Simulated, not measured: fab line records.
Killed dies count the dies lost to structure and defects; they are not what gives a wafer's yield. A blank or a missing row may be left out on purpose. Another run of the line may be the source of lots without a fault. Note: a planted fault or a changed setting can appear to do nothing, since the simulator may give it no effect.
Split-lot experiment | flow gf180mcu | on a route of 602 steps: 5 lots, 23 wafers read

## ABOUT THE SPLIT
At GF_M2_SPUTTER_00 (material Ti, target thk 37.5 nm, time 150 s), the setting powerW was moved away from the recipe's 4000 W on 8 of the 23 wafers read, by -9.6% to +5.0%. The other wafers ran this setting at the recipe's value.

Reading taken at the split's own step.

## THE READING
Ti_of_M2_SPUTTER_00.thkNm (the simulator's own value, which no gauge read), in nm, at GF_M2_SPUTTER_00 (material Ti, target thk 37.5 nm, time 150 s). The file does not state a usual value for it. Here, 15 wafers ran the recipe; their average is 37.46 nm with a standard deviation of 0.26 nm.

wafer  | tool, chamber at the split | powerW as run, W | against the recipe | Ti_of_M2_SPUTTER_00.thkNm, nm | against lot-mates on the recipe
L074.1 | pvdSputter-01, -           | 4000             | recipe             | 37.22                         | -
L074.2 | pvdSputter-01, -           | 4000             | recipe             | 37.53                         | -
L074.4 | pvdSputter-01, -           | 4000             | recipe             | 37.81                         | -
L074.5 | pvdSputter-01, -           | 4000             | recipe             | 37.17                         | -
L074.6 | pvdSputter-01, -           | 4000             | recipe             | 37.68                         | -
L077.1 | pvdSputter-01, -           | 3616             | -9.6%              | 33.32                         | -3.82
L077.2 | pvdSputter-01, -           | 3616             | -9.6%              | 33.78                         | -3.36
L077.4 | pvdSputter-01, -           | 4000             | recipe             | 37.18                         | -
L077.5 | pvdSputter-01, -           | 4000             | recipe             | 37.1                          | -
L077.6 | pvdSputter-01, -           | 3616             | -9.6%              | 33.14                         | -4.00
L079.1 | pvdSputter-01, -           | 4000             | recipe             | 37.68                         | -
L079.3 | pvdSputter-01, -           | 4000             | recipe             | 37.21                         | -
L079.6 | pvdSputter-01, -           | 4000             | recipe             | 37.6                          | -
L078.1 | pvdSputter-01, -           | 4000             | recipe             | 37.15                         | -
L078.2 | pvdSputter-01, -           | 3750             | -6.2%              | 35.55                         | -1.98
L078.4 | pvdSputter-01, -           | 4000             | recipe             | 37.65                         | -
L078.5 | pvdSputter-01, -           | 4000             | recipe             | 37.8                          | -
L078.6 | pvdSputter-01, -           | 3750             | -6.2%              | 34.95                         | -2.58
L084.1 | pvdSputter-03, -           | 4000             | recipe             | 37.36                         | -
L084.2 | pvdSputter-03, -           | 4000             | recipe             | 37.79                         | -
L084.3 | pvdSputter-03, -           | 4200             | +5.0%              | 39.71                         | +2.13
L084.5 | pvdSputter-03, -           | 4200             | +5.0%              | 39.46                         | +1.88
L084.6 | pvdSputter-03, -           | 4200             | +5.0%              | 39.06                         | +1.48

FIT RESULTS
A straight line over all 23 wafers: Ti_of_M2_SPUTTER_00.thkNm changes by +0.403 nm for each +1% of powerW; r = +0.99; the points scatter about the line by 0.3 nm.
The same after taking each lot's own level away (the mean of its wafers on the recipe; 23 wafers): +0.38 nm for each +1%; r = +0.99; scatter 0.26 nm.
According to that fit, moving powerW by its largest amount changes the reading by 3.6 nm.
The span of the lots' own levels, 37.140 to 37.575 nm, comes to 1.7 times the standard deviation stated above.
Consequently the slope shifts little with the lot-to-lot level, the two slopes agreeing.
Check: for one of the wafers moved furthest among these (-9.6%), held out of the fit, the line's prediction against its lot-mates is -3.61 nm. It came out at -3.82 nm against them.

## FURTHER SPLITS ON THESE WAFERS
Note: prior to the reading, these wafers also went through further splits. Each is held against what the fit with the lots' levels taken away leaves over:
other split on the same wafers | wafers away from the commonest value | r with Ti_of_M2_SPUTTER_00.thkNm (lot level and that fit taken away)
GF_HV_LDD_COAT_41 resistThkNm  | 4                                    | +0.00
GF_NSD_IMPLANT_09 energyKev    | 9                                    | +0.25
GF_PSD_DEVELOP_06 developTimeS | 8                                    | +0.30
GF_SAB_COAT_04 spinRpm         | 7                                    | +0.24
GF_SAB_DEVELOP_08 devTempC     | 9                                    | +0.00
GF_CONTACT_PEB_12 pebTempC     | 10                                   | +0.28
GF_CONTACT_DEVELOP_13 devTempC | 7                                    | +0.09
GF_V1_SPUTTER_21 timeS         | 11                                   | -0.20

## THE FILE'S OWN FIT
Ti_of_M2_SPUTTER_00.thkNm changes by +0.379 nm for each +1% of powerW, r = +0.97.
